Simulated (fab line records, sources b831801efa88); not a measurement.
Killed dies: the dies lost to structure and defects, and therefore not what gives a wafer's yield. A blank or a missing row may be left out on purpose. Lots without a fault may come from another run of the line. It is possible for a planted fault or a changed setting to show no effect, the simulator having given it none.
Shared-tool check + flow gf180mcu + Lots sampled 14, wafers sampled 48

REASON FOR OPENING
2 of 14 lots carry a flag on the reading MVSD_RS at GF_VT_IMPLANT_RS_MEAS_46. Fault-free wafers read 456.4 ohm/sq, with a standard deviation of 1.3.
Rule: flag the lot when none of its wafers has a number, or when each of its wafers that has one lies beyond 4 standard deviations from that mean. The rest of the lots are taken to be sound.

| lot  | measured     | on            | MVSD_RS (ohm/sq), wafer by wafer    | flag    |
|------|--------------|---------------|-------------------------------------|---------|
| L835 | day 7 16:05  | film metro-01 | 455.5 456.1 456.9                   |         |
| L836 | day 7 22:21  | film metro-04 | 456.6 456.7 456.2                   |         |
| L838 | day 8 13:24  | film metro-04 | 457.7 457.7 458.0                   |         |
| L842 | day 9 10:40  | film metro-04 | 444.1 443.5 445.2 444.5 443.0 444.2 | FLAGGED |
| L843 | day 9 17:07  | film metro-03 | 441.8 442.4 442.6 442.3 442.8 441.3 | FLAGGED |
| L848 | day 11 04:42 | film metro-04 | 458.8 458.1 458.1                   |         |
| L850 | day 11 18:11 | film metro-01 | 454.0 454.1 454.8                   |         |
| L851 | day 12 00:49 | film metro-01 | 455.8 456.0 455.8                   |         |
| L852 | day 12 06:36 | film metro-03 | 457.1 459.1 457.5                   |         |
| L853 | day 12 13:07 | film metro-01 | 455.4 455.2 455.3                   |         |
| L854 | day 12 21:13 | film metro-03 | 458.1 455.5 455.3                   |         |
| L856 | day 13 07:33 | film metro-01 | 454.9 454.3 455.0                   |         |
| L857 | day 13 18:14 | film metro-01 | 455.6 455.9 457.0                   |         |
| L858 | day 14 05:11 | film metro-01 | 455.5 455.5 456.0                   |         |
Average over the flagged lots: 443.1 ohm/sq; offset from the usual -13.3 ohm/sq, equal to -10 standard deviations.

EACH LOT AND THE TOOL IT RAN ON
The record keeps 1 process step preceding the reading, out of 602 steps on the route. Each cell gives the tool, then ch followed by the chambers the sampled wafers passed through, then the start.
| lot  | flag    | GF_MVSD_IMPLANT_09             |
|------|---------|--------------------------------|
| L835 |         | implanter-04 ch 0, day 4 12:50 |
| L836 |         | implanter-02 ch 0, day 4 18:08 |
| L838 |         | implanter-02 ch 0, day 5 07:50 |
| L842 | FLAGGED | implanter-04 ch 0, day 6 02:17 |
| L843 | FLAGGED | implanter-04 ch 0, day 6 08:23 |
| L848 |         | implanter-03 ch 0, day 7 14:00 |
| L850 |         | implanter-02 ch 0, day 8 02:52 |
| L851 |         | implanter-03 ch 0, day 8 07:20 |
| L852 |         | implanter-02 ch 0, day 8 13:26 |
| L853 |         | implanter-04 ch 0, day 8 19:25 |
| L854 |         | implanter-03 ch 0, day 8 23:31 |
| L856 |         | implanter-02 ch 0, day 9 10:02 |
| L857 |         | implanter-03 ch 0, day 9 17:59 |
| L858 |         | implanter-04 ch 0, day 9 22:31 |
What the steps here do:
- GF_MVSD_IMPLANT_09
- GF_VT_IMPLANT_RS_MEAS_46: measures by four-point-probe.

FLAGGED OVER TOTAL, TOOL BY TOOL (the gauges that took the reading come last)
| step                     | tool          | lots run | flagged | share of the flagged lots | sound lots run after its first flagged lot |
|--------------------------|---------------|----------|---------|---------------------------|--------------------------------------------|
| GF_MVSD_IMPLANT_09       | implanter-02  | 5        | 0       | none                      | -                                          |
| GF_MVSD_IMPLANT_09       | implanter-03  | 4        | 0       | none                      | -                                          |
| GF_MVSD_IMPLANT_09       | implanter-04  | 5        | 2       | all                       | 2 (L853,L858)                              |
| GF_VT_IMPLANT_RS_MEAS_46 | film metro-01 | 7        | 0       | none                      | -                                          |
| GF_VT_IMPLANT_RS_MEAS_46 | film metro-03 | 3        | 1       | some                      | 2 (L852,L854)                              |
| GF_VT_IMPLANT_RS_MEAS_46 | film metro-04 | 4        | 1       | some                      | 1 (L848)                                   |

WHAT IS ALLOWED BY THE TABLE
Rows of the table that ran each flagged lot: 1, that is implanter-04 at GF_MVSD_IMPLANT_09.
- implanter-04 at GF_MVSD_IMPLANT_09 ran 5 lots, 2 of them flagged. After the first flagged lot (L853, L858), sound lots still ran on it; a lasting fault on the whole tool would not permit that. Its own readings (beam on s, faraday current uA) fall more than 4 standard deviations out on all wafers of the flagged lots.
Every row of the table either missed a flagged lot or ran a sound lot after the first.

WHAT WAS PUT IN BY THE SIMULATOR
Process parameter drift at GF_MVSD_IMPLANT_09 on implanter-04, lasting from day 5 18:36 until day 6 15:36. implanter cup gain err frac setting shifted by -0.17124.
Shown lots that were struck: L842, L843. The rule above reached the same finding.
